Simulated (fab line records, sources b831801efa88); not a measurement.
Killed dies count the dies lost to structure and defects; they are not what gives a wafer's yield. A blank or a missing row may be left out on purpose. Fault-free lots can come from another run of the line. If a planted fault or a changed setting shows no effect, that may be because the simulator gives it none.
Struck lot and sound lot, side by side || flow sfq line || 21 steps out of a route of 325
Sound: the wafers L475.3, L475.4, L475.5. Struck: wafer L483.1 (left out: L483.2, a lot-mate that was not struck); the cause follows at the end.
For every step that has rows: the tool of each side, followed by ch and its chambers, followed by its first start. Under that, the readings that differ: sound wafers || struck wafers || difference of the means || sigmas: that difference in standard deviations of wafers without a fault.
alike: readings whose means differ by less than 2 such deviations, and words and numbers that are the same on both sides. not compared: withheld readings, readings that some wafer has no value for, bounds like >300 that may hide the same value, and numbers for which the record gives no deviation and whose values overlap.
Wherever a step has rows on one side only, a row that says differs or no value, or a row with sigmas, the two part there. When numbers do not overlap yet have no deviation, they are printed without sigmas and do not part them. A reading that every wafer of one side lacks parts them only if that side has two wafers or more.

first, 2 steps without rows for these wafers: SFQ_TRILAYER_M3_LITHO_PEB_078 (peb time 60 s); SFQ_TRILAYER_M3_LITHO_DEVELOP_077 (time 60 s).
SFQ_M3_OVL_MEAS_921:
  struck on overlay-01, day 51 18:23; sound on overlay-01, day 44 21:34
  alike: M3_OVL
SFQ_TRILAYER_M3_BARC_OPEN_METAL_ETCH_100: etches BARC in O2, target depth 125 nm, time 41.7 s.
  sound on rie metal-04 ch 0,1, day 44 21:37; struck on rie metal-02 ch 1, day 51 18:26
{"reading": "rf hours counter h (h)", "sound": "- - -", "struck": 11, "difference": "no value on the sound wafers", "sigmas": ""}
  alike: drypump motor current A, he backside leak sccm, oes product au
SFQ_TRILAYER_M3_ETCH_METAL_ETCH_078: etches Nb in Cl2/Ar, stops on SiO2, target depth 240 nm, time 120 s.
  sound on rie metal-04 ch 0,1, day 44 21:42; struck on rie metal-02 ch 1, day 51 18:29
{"reading": "he backside leak sccm (sccm)", "sound": "3.48 3.77 3.64", "struck": 3.16, "difference": -0.47, "sigmas": -2}
{"reading": "rf hours counter h (h)", "sound": "- - -", "struck": 11, "difference": "no value on the sound wafers", "sigmas": ""}
  alike: drypump motor current A, oes product au
then, 2 steps without rows for these wafers: SFQ_TRILAYER_M3_STRIP_STRIP_079 (strips in O2); SFQ_TRILAYER_M3_STRIP_SOLV_CLEAN_080 (cleans in NMP, time 600 s).
SFQ_TRILAYER_I3_DEP_PECVD_081: deposits SiO2 from SiH4/N2O, time 111.11 s, target thk 500 nm.
  sound on pecvd-03 ch 1,2, day 44 22:37; struck on pecvd-02 ch 1, day 51 19:23
  alike: heater power w, throttle valve pct
SFQ_TRILAYER_I3_CMP_CMP_082: polishes SiO2.
  sound on cmp-01 ch 0,2,3, day 45 16:51; struck on cmp-02 ch 1, day 52 08:29
{"reading": "motor current A (A)", "sound": "10.2 10.0 9.6", "struck": 13.2, "difference": "+3.3", "sigmas": "+3"}
  alike: time to endpoint s
SFQ_I3_BOW_MEAS_922:
  struck on film metro-02, day 52 10:29; sound on film metro-01, day 45 19:53
  alike: I3_BOW
then, 2 steps without rows for these wafers: SFQ_TRILAYER_I3_METRO_MEASURE_083; SFQ_TRILAYER_I3_VIA_LITHO_COAT_090 (resist thk 62 nm).
SFQ_TRILAYER_I3_VIA_LITHO_COAT_085: resist thk 650 nm.
  sound on litho track-01 ch 0, day 45 21:39; struck on litho track-04 ch 0, day 52 12:07
{"reading": "dispense pressure kPa (kPa)", "sound": "54 54 54", "struck": 46, "difference": -8, "sigmas": -2}
{"reading": "model.KrF_of_TRILAYER_I3_VIA_LITHO_COAT_085.thk nm (nm)", "sound": "649.5 649.5 650.6", "struck": 593.3, "difference": -56.6, "sigmas": ""}
then, 4 steps without rows for these wafers: SFQ_TRILAYER_I3_VIA_LITHO_SOFTBAKE_089; SFQ_TRILAYER_I3_VIA_LITHO_EXPOSE_086 (exposes mask I3, target cd 500 nm); SFQ_TRILAYER_I3_VIA_LITHO_PEB_088 (peb time 60 s); SFQ_TRILAYER_I3_VIA_LITHO_DEVELOP_087 (time 60 s).
-- the record jumps here: 4 days lie between the struck wafers' starts before and after --
SFQ_I3_OVL_MEAS_923:
  struck on overlay-02, day 56 23:56; sound on overlay-01, day 51 04:01
  alike: I3_OVL
SFQ_TRILAYER_I3_VIA_BARC_OPEN_VIA_ETCH_121: etches BARC in O2, target depth 125 nm, time 41.7 s.
  sound on rie diel-02 ch 0,1,3, day 51 04:02; struck on rie diel-04 ch 0, day 56 23:58
  alike: drypump motor current A, oes product au
  not compared: rf hours counter h
SFQ_TRILAYER_I3_VIA_ETCH_VIA_ETCH_088: etches SiO2 in CHF3, stops on Nb, target depth 260 nm.
  sound on rie diel-02 ch 0,1,3, day 51 04:04; struck on rie diel-04 ch 0, day 57 00:01
{"reading": "model.KrF_of_TRILAYER_I3_VIA_LITHO_COAT_085.thk nm (nm)", "sound": "529.3 528.3 527.6", "struck": 472.7, "difference": -55.7, "sigmas": ""}
  alike: drypump motor current A, oes product au
then, 1 step without rows for these wafers: SFQ_TRILAYER_I3_VIA_STRIP_STRIP_089 (strips in O2).

## WHERE THEY PART
Last at SFQ_TRILAYER_I3_VIA_LITHO_COAT_085 as far as this record goes, first at SFQ_TRILAYER_M3_BARC_OPEN_METAL_ETCH_100. Later steps at which nothing parts them and some readings are alike: SFQ_I3_OVL_MEAS_923, SFQ_TRILAYER_I3_VIA_BARC_OPEN_VIA_ETCH_121, SFQ_TRILAYER_I3_VIA_ETCH_VIA_ETCH_088.

WHY: what the simulator had put in
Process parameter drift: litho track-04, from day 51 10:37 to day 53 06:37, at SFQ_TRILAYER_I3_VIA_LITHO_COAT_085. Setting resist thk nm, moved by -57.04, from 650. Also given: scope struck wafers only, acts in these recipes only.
